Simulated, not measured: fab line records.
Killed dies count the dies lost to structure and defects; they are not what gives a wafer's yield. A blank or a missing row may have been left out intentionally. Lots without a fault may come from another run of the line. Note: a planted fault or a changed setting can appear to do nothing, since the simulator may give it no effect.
Which of the tools did it?    flow gf180mcu    12 lots, 36 wafers sampled, at 1 step of a route of 602

WHAT THE GAUGES READ, wafer by wafer
GF_V5_OVL_MEAS_15.
lot   measured      on          V5_OVL (nm)
L171  day 27 18:25  overlay-02  0 6 3
L172  day 27 23:11  overlay-02  -10 -12 -15
L173  day 28 10:01  overlay-02  7 7 12
L181  day 30 14:44  overlay-01  2 -1 8
L182  day 30 22:11  overlay-01  -1 1 3
L183  day 31 03:22  overlay-01  -13 -11 -4
L186  day 31 21:43  overlay-02  -6 7 9
L187  day 32 01:52  overlay-02  -5 -6 -13
L188  day 32 10:01  overlay-01  -7 -3 3
L190  day 32 19:55  overlay-01  -5 -5 -3
L191  day 32 23:49  overlay-02  -6 -8 -3
L193  day 33 15:29  overlay-01  -1 -2 -5

WHAT TOOL EACH LOT RAN ON (gives the tool, then ch and the chambers of the sampled wafers, and finally the start)
The record shows no process step preceding these readings.

WHAT THE TOOLS THEMSELVES READ (means of the sampled wafers that have a number; where no wafer has one, the mark that the record gives instead)
The record holds no such reading with a usual standard deviation.

THE ANSWER, worked out from the rows above alone
Rule: the lots themselves supply what counts as usual. Put in order of their means at a reading, lots are off if they are a third of the lots or fewer, leave a main group of 4 or more, and stand apart from it by a gap of 3 or more times the standard deviation of the main group's means; of several such gaps the widest counts. A main group whose means are all the same, to the digits that the tables above print for the reading, isn't used. Also off: a lot with no number at a reading for which 4 or more lots have one. Where the step has rows for the other lots, those lots are counted as sound. Order of review: gauges by route order, followed by the tools' own readings, for which a lot's mean as printed above is used. At the first step where some lot is off, the reading lying furthest off is the one used; lots without a number count as furthest.
None of the lots is off at any reading shown; this tells nothing.

WHAT THE SIMULATOR HAD PUT IN
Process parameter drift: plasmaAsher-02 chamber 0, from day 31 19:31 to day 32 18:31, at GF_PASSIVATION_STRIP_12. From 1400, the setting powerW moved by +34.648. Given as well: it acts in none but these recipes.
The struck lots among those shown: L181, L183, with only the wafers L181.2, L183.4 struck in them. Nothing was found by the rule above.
